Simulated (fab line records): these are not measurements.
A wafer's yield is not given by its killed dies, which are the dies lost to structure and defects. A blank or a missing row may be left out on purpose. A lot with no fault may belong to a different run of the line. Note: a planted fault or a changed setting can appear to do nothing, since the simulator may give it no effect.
A lot that was struck, set against a sound lot ; flow sky130 ; 16 steps out of a route of 708
Sound: these wafers, L366.2, L366.4, L366.5. Struck: wafers L373.1, L373.5 (left out: L373.2, a lot-mate that was not struck); the cause follows at the end.
Per side, at each step with rows, come the tool, then ch with its chambers, and then its first start. Under that, the readings that differ: sound wafers ; struck wafers ; difference of the means ; sigmas: that difference in standard deviations of wafers without a fault.
alike: readings with means less than 2 such deviations apart, plus words and numbers identical on both sides. not compared: withheld readings, readings lacking a value on some wafer, bounds such as >300 that could conceal the same value, and numbers that have no deviation in the record and whose values overlap.
A row with sigmas, a row that says differs or no value, or rows on one side alone: a step with any of these is where the two part. Numbers that don't overlap but have no deviation are shown without sigmas and don't part them. A reading that every wafer of one side lacks parts them only if that side has two wafers or more.

first, 2 steps without rows for these wafers: SKY_METAL4_PEB_11; SKY_METAL4_DEVELOP_12 (develop time 60 s).
SKY_METAL4_CD_MEAS_13 targets a cd of 300 nm.
  sound on cd sem-02, day 42 11:53; struck on cd sem-02, day 44 19:40
  alike: cd nm
SKY_METAL4_OVL_MEAS_14:
  sound on overlay-01, day 42 11:59; struck on overlay-01, day 44 19:47
  alike: METAL4_OVL
SKY_METAL4_DESCUM_15: chemistry O2, time 8 s.
  sound on rie metal-04 ch 0,1, day 42 12:01; struck on rie metal-03 ch 1, day 44 19:50
  alike: drypump motor current A, oes product au
  not compared: rf hours counter h
SKY_METAL4_ETCH_16: etches BARC in N2/H2, stops on SiO2, time 88.2 s, target depth 60 nm.
  sound on rie metal-04 ch 0,1, day 42 12:03; struck on rie metal-03 ch 1, day 44 19:52
  alike: drypump motor current A, oes product au, throttle valve pct
  not compared: rf hours counter h
SKY_METAL4_ETCH_17: etches SiO2 in C4F8/O2/Ar, stops on TiN, time 3.9 s, target depth 15 nm.
  sound on rie diel-04 ch 1,2, day 42 12:09; struck on rie diel-02 ch 1,2, day 44 19:58
  alike: oes product au
  not compared: rf hours counter h
SKY_METAL4_METAL_ETCH_18: etches the open film in Cl2/BCl3, stops on SiO2, target depth 845 nm, time 183.1 s.
  sound on rie metal-01 ch 0, day 42 12:10; struck on rie metal-01 ch 1, day 44 19:58
  alike: drypump motor current A, oes product au, throttle valve pct
  not compared: rf hours counter h
then, 4 steps without rows for these wafers: SKY_METAL4_STRIP_19 (strips in O2/N2); SKY_METAL4_STRIP_20 (strips in post etch residue remover, time 1200 s); SKY_METAL4_CLEAN_21 (cleans in IPA, time 180 s); SKY_METAL4_CLEAN_22 (cleans in O3/DIW).
SKY_VIA4_HDPCVD_00: deposits SiO2, target thk 1750 nm, time 291.7 s.
  sound on hdpcvd-02 ch 1,2, day 42 12:56; struck on hdpcvd-01 ch 0,1, day 44 20:55
reading;sound;struck;difference;sigmas
model.SiO2_of_VIA4_HDPCVD_00.thk nm (nm);1757 1765 1763;1304 1316;-452;
  alike: sih4 flow sccm
SKY_VIA4_THK_MEAS_01:
  sound on film metro-01, day 42 13:08; struck on film metro-04, day 44 21:20
reading;sound;struck;difference;sigmas
VIA4_HDPCVD_THK (nm);1758 1764 1764;1304 1316;-452;-18
  not compared: hold
SKY_VIA4_CMP_02: polishes SiO2.
  sound on cmp-02 ch 0,3, day 42 13:14; struck on cmp-01 ch 0,2, day 44 23:17
reading;sound;struck;difference;sigmas
hold;- - -;await dispo/1.7h/release await dispo/1.7h/release;no value on the sound wafers;
head pressure psi (psi);4.002 3.992 3.994;4.007 4.022;+0.018;+2
  alike: motor current A
-- the record jumps here: 4 days lie between the struck wafers' starts before and after (it left off in module VIA4 and takes up again in module PAD_OPEN, whose first step shown is number 708 of the route) --
SKY_PAD_OPEN_PROBE_99:
  sound on prober-02, day 46 09:56; struck on prober-01, day 48 12:35
reading;sound;struck;difference;sigmas
model.etest.tester.sort n pass;396 408 409;353 380;-38;
model.etest.tester.sort yield pct (%);80.49 82.93 83.13;71.75 77.24;-7.69;
model.etest.tester.sort_bin_3_pct (%);1.626 0.6098 0.2033;12.19 9.146;+9.85;
model.etest.met5 comb.leak log10 a um;-11.92 -11.98 -11.98;-8.552 -8.993;+3.188;
model.etest.tester.sort_bin_8_pct (%);0 0 0;1.655e-06 2.088e-05;+1.127e-05;
  alike: defect limited yield, killed_at_M0_to_M3, killed_at_M4_up, killed at contacts, killed at front end, killed at other, killed dies, killed open, killed short

WHERE THEY PART
Last at SKY_VIA4_CMP_02 as far as this record goes, first at SKY_VIA4_THK_MEAS_01. Later steps at which nothing parts them and some readings are alike: SKY_PAD_OPEN_PROBE_99.

WHY: whatever the simulator had introduced
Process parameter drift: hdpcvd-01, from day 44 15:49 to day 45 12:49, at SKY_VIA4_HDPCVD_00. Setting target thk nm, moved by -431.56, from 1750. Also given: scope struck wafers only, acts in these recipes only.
